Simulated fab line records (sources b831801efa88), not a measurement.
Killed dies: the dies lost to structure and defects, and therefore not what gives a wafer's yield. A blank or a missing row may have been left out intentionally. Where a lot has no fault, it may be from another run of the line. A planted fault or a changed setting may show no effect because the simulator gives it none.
fab line records | flow gf180mcu
record: lots: 14 wafers: 42 last_day: 34
route steps=602 shown V3@430 M4@457
lots that met no fault: taken from a fault-free run of the same line
start_h: the number of hours between the record's first day and the start of the first shown wafer of the lot | wait_h: time in hours since the lot's previous step | " identical to the entry in the row above | L1.1+2: a row that stands for several wafers | - no value, or no start was given | * or withheld: withheld | < > ~ a bound
route shown NAME@n: NAME is a module with steps in the file, n the number in the route of the first one | usual: mean/standard deviation taken from wafers without a fault | same: alike in all rows | chamber/n: place in a boat | sites: each site's reading | _std_site: standard deviation of those values | _edge_site: the outer-site mean with the inner-site mean subtracted | radius_mm: how far each site lies from the wafer's centre | mask NAME#n: copy n | behind: tool/chamber where the wafer was last shaped | hold: why the lot went on hold/how many hours it stayed there/how the hold came to an end | device: names the non-switching transistor (n, p or np) | end of line: the same wafers' tests at the end of the route | where a step has no rows: the recipe by itself | killed: dies that structure and defects cost at the first sort, which is not the same as the wafer's yield | map: per-die view of a wafer (x killed, . not killed, _ where there is no die)
set.NAME: the setting as run; set.NAME@STEP: as run at that earlier step | model.NAME: the simulator's own value behind a step, which no gauge read
route steps across a sampled set of lots; one table per step, one row per wafer
services: from which hour (start_h, from the record's first day; less than 0 if before it) a tool's chamber was out of use, for how many hours, and why
== steps ==
step: GF_V3_THK_MEAS_01
recipe: reads: SiO2_of_V3_CVD_00
usual: V3_CVD_00_THK: 584/7.3
columns lot.wafer tool chamber start_h wait_h V3_CVD_00_THK[nm]
L352.2 film_metro-02 - 503.65 0.0 576
L352.3 " - " " 586
L352.5 " - " " 588
L353.1 film_metro-02 - 508.26 0.0 588
L353.2 " - " " 576
L353.3 " - " " 588
L355.1 film_metro-01 - 531.47 0.0 587
L355.4 " - " " 584
L355.5 " - " " 586
L356.2 film_metro-01 - 538.36 0.0 583
L356.4 " - " " 581
L356.6 " - " " 584
L357.1 film_metro-01 - 554.32 0.0 572
L357.3 " - " " 565
L357.4 " - " " 566
L358.2 film_metro-02 - 562.64 0.0 570
L358.3 " - " " 581
L358.4 " - " " 583
L361.1 film_metro-02 - 573.48 0.0 585
L361.4 " - " " 579
L361.5 " - " " 583
L362.1 film_metro-03 - 601.32 0.0 592
L362.3 " - " " 594
L362.4 " - " " 595
L366.1 film_metro-03 - 616.95 0.0 591
L366.3 " - " " 585
L366.6 " - " " 589
L369.3 film_metro-02 - 645.67 0.1 582
L369.4 " - " " 575
L369.6 " - " " 582
L370.3 film_metro-03 - 649.37 0.1 593
L370.5 " - " " 588
L370.6 " - " " 593
L373.4 film_metro-03 - 661.90 0.0 586
L373.5 " - " " 592
L373.6 " - " " 583
L374.1 film_metro-03 - 669.38 0.0 590
L374.3 " - " " 587
L374.6 " - " " 599
L375.1 film_metro-02 - 670.74 0.0 591
L375.2 " - " " 582
L375.3 " - " " 595
step: GF_V3_THK_MEAS_03
recipe: reads: SiO2_of_V3_CVD_02
usual: V3_CVD_02_THK: 845/13
columns lot.wafer tool chamber start_h wait_h V3_CVD_02_THK[nm]
L352.2 film_metro-03 - 503.78 0.0 849
L352.3 " - " " 839
L352.5 " - " " 859
L353.1 film_metro-03 - 508.41 0.1 848
L353.2 " - " " 834
L353.3 " - " " 841
L355.1 film_metro-02 - 531.60 0.0 847
L355.4 " - " " 857
L355.5 " - " " 862
L356.2 film_metro-02 - 538.49 0.0 835
L356.4 " - " " 845
L356.6 " - " " 833
L357.1 film_metro-02 - 554.45 0.0 827
L357.3 " - " " 815
L357.4 " - " " 835
L358.2 film_metro-01 - 562.77 0.0 851
L358.3 " - " " 860
L358.4 " - " " 865
L361.1 film_metro-01 - 573.60 0.0 833
L361.4 " - " " 845
L361.5 " - " " 864
L362.1 film_metro-01 - 601.45 0.0 828
L362.3 " - " " 829
L362.4 " - " " 834
L366.1 film_metro-01 - 617.08 0.0 823
L366.3 " - " " 849
L366.6 " - " " 857
L369.3 film_metro-02 - 645.80 0.1 845
L369.4 " - " " 865
L369.6 " - " " 853
L370.3 film_metro-03 - 649.50 0.1 840
L370.5 " - " " 855
L370.6 " - " " 845
L373.4 film_metro-01 - 662.03 0.0 854
L373.5 " - " " 854
L373.6 " - " " 857
L374.1 film_metro-03 - 669.51 0.0 851
L374.3 " - " " 835
L374.6 " - " " 859
L375.1 film_metro-03 - 670.87 0.0 828
L375.2 " - " " 836
L375.3 " - " " 834
step: GF_V3_SPUTTER_21
recipe: material: Ti target_thk_nm: 15 chamber_pressure_pa: 5 power_w: 2500 substrate_temp_c: 200 time_s: 80.02
usual: cathode_dc_power_W: 2500.0/0.47 chamber_pressure_pa: 4.999/0.011 throttle_valve_pct: 30.1/1.3
columns lot.wafer tool chamber start_h wait_h cathode_dc_power_W chamber_pressure_pa throttle_valve_pct
L352.2 pvd_sputter-02 - 528.96 0.0 2500.4 5.002 29.5
L352.3 " - " " 2500.2 4.982 28.5
L352.5 " - " " 2499.9 4.992 28.4
L353.1 pvd_sputter-04 - 533.61 0.0 2499.5 4.979 30.1
L353.2 " - " " 2499.9 5.016 33.3
L353.3 " - " " 2500.0 4.995 29.4
L355.1 pvd_sputter-01 - 555.30 0.0 2501.0 4.999 30.7
L355.4 " - " " 2499.9 5.005 30.5
L355.5 " - " " 2499.4 4.989 30.8
L356.2 pvd_sputter-01 - 560.55 0.0 2499.9 5.011 30.7
L356.4 " - " " 2499.8 5.004 30.4
L356.6 " - " " 2499.8 4.993 30.6
L357.1 pvd_sputter-02 - 577.30 0.0 2499.9 5.007 28.5
L357.3 " - " " 2500.5 4.991 28.4
L357.4 " - " " 2500.0 5.003 30.0
L358.2 pvd_sputter-04 - 585.25 0.0 2499.6 4.993 30.2
L358.3 " - " " 2500.3 5.001 29.8
L358.4 " - " " 2500.0 4.993 33.5
L361.1 pvd_sputter-04 - 595.64 0.0 2499.9 5.000 30.6
L361.4 " - " " 2500.2 5.006 29.5
L361.5 " - " " 2499.9 4.996 33.0
L362.1 pvd_sputter-01 - 623.74 0.0 2500.5 4.996 29.6
L362.3 " - " " 2499.9 5.004 30.4
L362.4 " - " " 2499.9 5.026 30.8
L366.1 pvd_sputter-01 - 638.59 0.0 2500.1 4.999 31.0
L366.3 " - " " 2500.3 5.023 30.3
L366.6 " - " " 2499.8 4.993 29.4
L369.3 pvd_sputter-04 - 666.89 0.0 - - -
L369.4 " - " " - - -
L369.6 " - " " - - -
L370.3 pvd_sputter-02 - 670.64 0.0 - - -
L370.5 " - " " - - -
L370.6 " - " " - - -
L373.4 pvd_sputter-04 - 683.63 0.0 2499.9 5.004 33.2
L373.5 " - " " 2500.1 4.995 29.2
L373.6 " - " " 2499.8 5.001 30.0
L374.1 pvd_sputter-02 - 690.74 0.0 2500.2 4.971 28.6
L374.3 " - " " 2499.8 5.018 30.0
L374.6 " - " " 2500.2 4.997 29.5
L375.1 pvd_sputter-04 - 692.07 0.0 2499.7 4.991 29.1
L375.2 " - " " 2500.8 4.980 30.1
L375.3 " - " " 2501.0 4.999 33.3
step: GF_M4_SPUTTER_01
recipe: material: TiN target_thk_nm: 30 power_w: 6500 time_s: 25 chamber_pressure_pa: 0.4
usual: cathode_dc_power_W: 6500.0/1.2 chamber_pressure_pa: 0.4000/0.00072 throttle_valve_pct: 30.6/1.2
columns lot.wafer tool chamber start_h wait_h cathode_dc_power_W chamber_pressure_pa throttle_valve_pct
L352.2 pvd_sputter-04 - 529.76 0.1 6499.1 0.3997 33.0
L352.3 " - " " 6500.3 0.3997 29.7
L352.5 " - " " 6500.0 0.3991 29.1
L353.1 pvd_sputter-01 - 534.42 0.1 6502.0 0.3990 29.6
L353.2 " - " " 6502.2 0.3997 30.6
L353.3 " - " " 6499.4 0.3979 30.5
L355.1 pvd_sputter-03 - 556.65 0.1 6500.6 0.4000 30.9
L355.4 " - " " 6501.1 0.3991 31.1
L355.5 " - " " 6502.8 0.4001 29.7
L356.2 pvd_sputter-04 - 561.35 0.1 6500.8 0.4013 29.6
L356.4 " - " " 6501.0 0.4007 30.3
L356.6 " - " " 6501.4 0.4010 29.9
L357.1 pvd_sputter-01 - 578.09 0.1 6499.7 0.3991 30.8
L357.3 " - " " 6502.5 0.4006 29.9
L357.4 " - " " 6499.5 0.3993 30.4
L358.2 pvd_sputter-04 - 586.05 0.1 6501.2 0.4009 29.9
L358.3 " - " " 6499.7 0.4009 29.1
L358.4 " - " " 6500.0 0.4002 33.5
L361.1 pvd_sputter-04 - 596.43 0.1 6499.7 0.4000 30.2
L361.4 " - " " 6500.6 0.4002 29.1
L361.5 " - " " 6498.5 0.4004 30.2
L362.1 pvd_sputter-01 - 624.53 0.1 6500.3 0.3997 29.6
L362.3 " - " " 6502.4 0.4003 30.8
L362.4 " - " " 6500.5 0.4001 30.9
L366.1 pvd_sputter-03 - 639.75 0.1 6500.3 0.3992 31.7
L366.3 " - " " 6499.9 0.4003 29.2
L366.6 " - " " 6500.3 0.4003 31.2
L373.4 pvd_sputter-01 - 684.42 0.1 6499.2 0.3996 30.6
L373.5 " - " " 6498.9 0.3992 29.2
L373.6 " - " " 6498.3 0.4003 30.7
L374.1 pvd_sputter-03 - 691.62 0.1 6499.7 0.3989 29.6
L374.3 " - " " 6499.1 0.4012 31.2
L374.6 " - " " 6499.9 0.4001 31.2
L375.1 pvd_sputter-03 - 692.97 0.1 6498.3 0.4003 30.8
L375.2 " - " " 6497.8 0.3998 31.3
L375.3 " - " " 6502.4 0.3994 29.6
== services ==
columns tool chamber start_h hours kind
pvd_sputter-01 - 557.31 3.1 repair
pvd_sputter-02 - 581.57 7.5 repair
pvd_sputter-01 - 588.58 15.1 repair
pvd_sputter-02 - 652.98 1.2 repair
pvd_sputter-03 - 656.44 2.7 repair
pvd_sputter-03 - 678.66 1.9 repair
== key ==
first_sign: step: GF_V3_SPUTTER_21 reading: tool_record direction: missing
effect none on later readings
met_at GF_V3_SPUTTER_21
struck_lots L369,L370
later_rows_left_out L369.3,L369.4,L369.6,L370.3,L370.5,L370.6
sort_left_out L369.3,L369.4,L369.6,L370.3,L370.5,L370.6
not_acting_at GF_V3_THK_MEAS_01,GF_V3_THK_MEAS_03,GF_M4_SPUTTER_01
onset_between 595.64 666.89
fault: kind: skipped_step_whole tool: pvd_sputter-02,pvd_sputter-04 chamber: - onset_h: 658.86 steps: GF_V3_SPUTTER_21 scope: struck_lots_only
sort_left_out: the simulated sort isn't trusted on such a fault, so these wafers' sort isn't shown, and their yield isn't known
later_rows_left_out: the simulator's readings of these wafers behind a module that went badly wrong aren't trusted and aren't shown, but for the sort
